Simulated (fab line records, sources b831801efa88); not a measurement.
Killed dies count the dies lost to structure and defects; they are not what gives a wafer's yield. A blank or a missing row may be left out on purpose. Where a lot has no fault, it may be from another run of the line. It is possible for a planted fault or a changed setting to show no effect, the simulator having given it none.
The tool behind it: which one? -- flow sky130 -- 11 lots (33 wafers sampled), 1 step of a 708-step route

== WHAT THE GAUGES READ, wafer by wafer ==
SKY_POLY_GATE_CD_MEAS_13: the cd target is 150 nm.
lot,measured,on,cdNm (nm)
L612,day 17 01:10,cdSem-01,149.8 152.3 151.7
L619,day 19 00:50,cdSem-01,148.4 149.1 150.7
L618,day 19 02:27,cdSem-01,151.3 152.5 150.5
L621,day 19 13:13,cdSem-02,150.8 150.0 149.6
L622,day 20 07:04,cdSem-01,148.1 148.0 148.0
L623,day 20 15:04,cdSem-02,149.5 150.1 149.6
L627,day 21 16:36,cdSem-02,150.4 149.2 148.1
L628,day 22 03:59,cdSem-02,152.5 150.7 151.4
L629,day 22 08:41,cdSem-01,149.0 148.1 149.0
L630,day 22 23:57,cdSem-02,150.8 148.9 150.0
L633,day 23 23:50,cdSem-01,151.4 150.9 150.1

== WHICH TOOL RAN EACH LOT (tool, then ch and the chambers of the sampled wafers, then the start) ==
The record shows no process step preceding these readings.

== WHAT THE TOOLS THEMSELVES READ (means of the sampled wafers that have a number; where no wafer has one, the mark that the record gives instead) ==
The record holds no such reading with a usual standard deviation.

== THE ANSWER, worked out from the rows above alone ==
Rule: the usual values come from the lots themselves. Put in order of their means at a reading, lots are off if they are a third of the lots or fewer, leave a main group of 4 or more, and stand apart from it by a gap of 3 or more times the standard deviation of the main group's means; of several such gaps the widest counts. Not used: any main group whose means are identical at the precision the tables above print for the reading. Also off: a lot with no number at a reading for which 4 or more lots have one. The other lots that the step has rows for count as sound. First the gauges in route order, then the tools' own readings, where a lot's mean is used as printed above. At the first step where some lot is off, the reading lying furthest off is the one used; lots without a number count as furthest.
Across all readings shown, no lot is off: no conclusion can be drawn from this.

== WHAT WAS PUT IN BY THE SIMULATOR ==
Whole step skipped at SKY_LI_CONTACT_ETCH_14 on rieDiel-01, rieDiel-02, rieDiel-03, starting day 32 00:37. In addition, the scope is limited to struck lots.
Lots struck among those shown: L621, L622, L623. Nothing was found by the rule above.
